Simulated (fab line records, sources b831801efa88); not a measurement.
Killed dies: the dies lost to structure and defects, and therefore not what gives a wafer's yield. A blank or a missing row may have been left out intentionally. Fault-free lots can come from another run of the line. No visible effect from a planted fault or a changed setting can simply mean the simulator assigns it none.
Chamber matching -- flow gf180mcu -- GF_V3_CMP_26 on cmp-02: 4 sister chambers
The step polishes, stops on SiO2, t overpolish 15 s, target thk 0 nm. 30 wafers are shown with their chamber, then 12 later ones without.

## WAFERS, EACH WITH ITS CHAMBER
wafer,chamber,motor_current_A (A),overpolish_run_s (s),time_to_endpoint_s (s)
L075.2,2,12.2,14.986,82
L075.3,0,9.9,15.001,87
L075.6,3,11.5,15.010,85
L076.3,1,12.6,14.994,86
L076.4,3,11.5,15.007,85
L076.5,2,11.4,14.988,83
L079.1,1,12.4,15.012,85
L079.4,0,9.3,15.005,88
L079.5,1,11.7,15.001,87
L080.1,3,11.4,14.996,85
L080.2,1,12.1,15.010,88
L080.5,1,11.3,15.027,89
L084.3,3,10.5,15.001,91
L084.5,0,9.7,15.005,87
L084.6,1,12.5,15.012,88
L085.1,1,11.9,15.011,88
L085.4,0,9.7,15.016,86
L085.6,0,9.4,15.009,84
L086.1,0,9.1,15.010,82
L086.2,1,12.8,14.997,84
L086.6,2,12.1,14.983,81
L088.2,1,11.5,14.993,94
L088.4,3,10.5,14.999,91
L088.5,1,11.7,15.008,91
L090.2,3,11.1,15.008,88
L090.5,2,11.2,15.002,86
L090.6,3,11.1,14.994,88
L091.1,1,12.3,15.007,90
L091.2,2,12.0,14.981,86
L091.4,3,11.3,14.993,89

SIGNATURES (averages over the wafers above)
reading,chamber 0,chamber 1,chamber 2,chamber 3,scatter within a chamber
motor_current_A,9.517,12.073,11.780,11.113,0.43
overpolish_run_s,15.00767,15.00655,14.98800,15.00100,0.00807
time_to_endpoint_s,85.67,88.18,83.60,87.75,2.57
Rule: for each reading, subtract the chamber's mean from the wafer's reading, divide by that reading's scatter and square the result; add these up over the readings and take the root, which gives the wafer's distance from the chamber. If the next closest chamber is less than 2 further off than the closest, the wafer can't be placed; otherwise it belongs to the closest. How the scatter is found: for the shown wafers, subtract from each reading the mean of its chamber, square and add these, divide the total by (wafers less chambers), then take the root.

## WAFERS WITH NO CHAMBER GIVEN
wafer,motor_current_A (A),overpolish_run_s (s),time_to_endpoint_s (s)
L092.3,11.5,14.992,91
L092.4,10.9,15.012,88
L092.5,11.3,14.990,88
L094.2,9.3,14.978,85
L094.4,11.2,15.011,82
L094.5,11.6,14.992,85
L096.1,12.6,14.990,88
L096.2,9.6,14.996,83
L096.3,11.4,14.990,85
L097.1,11.7,15.020,90
L097.4,9.7,15.001,89
L097.6,9.2,15.009,91

## WHICH CHAMBER EACH WENT THROUGH
wafer,from the rows above,in truth
L092.3,can't be placed: 3 or 1 or 2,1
L092.4,can't be placed: 3 or 1 or 0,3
L092.5,can't be placed: 3 or 2 or 1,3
L094.2,can't be placed: 0 or 3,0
L094.4,can't be placed: 3 or 1 or 2 or 0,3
L094.5,can't be placed: 2 or 3 or 1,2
L096.1,can't be placed: 1 or 2 or 3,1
L096.2,0,0
L096.3,can't be placed: 2 or 3 or 1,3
L097.1,can't be placed: 1 or 3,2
L097.4,can't be placed: 0 or 3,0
L097.6,0,0
Correct placement for 2 of the 12. Cannot be placed on the basis of these rows: 10; the candidates contain the true chamber in 9. Placed wrongly: 0.
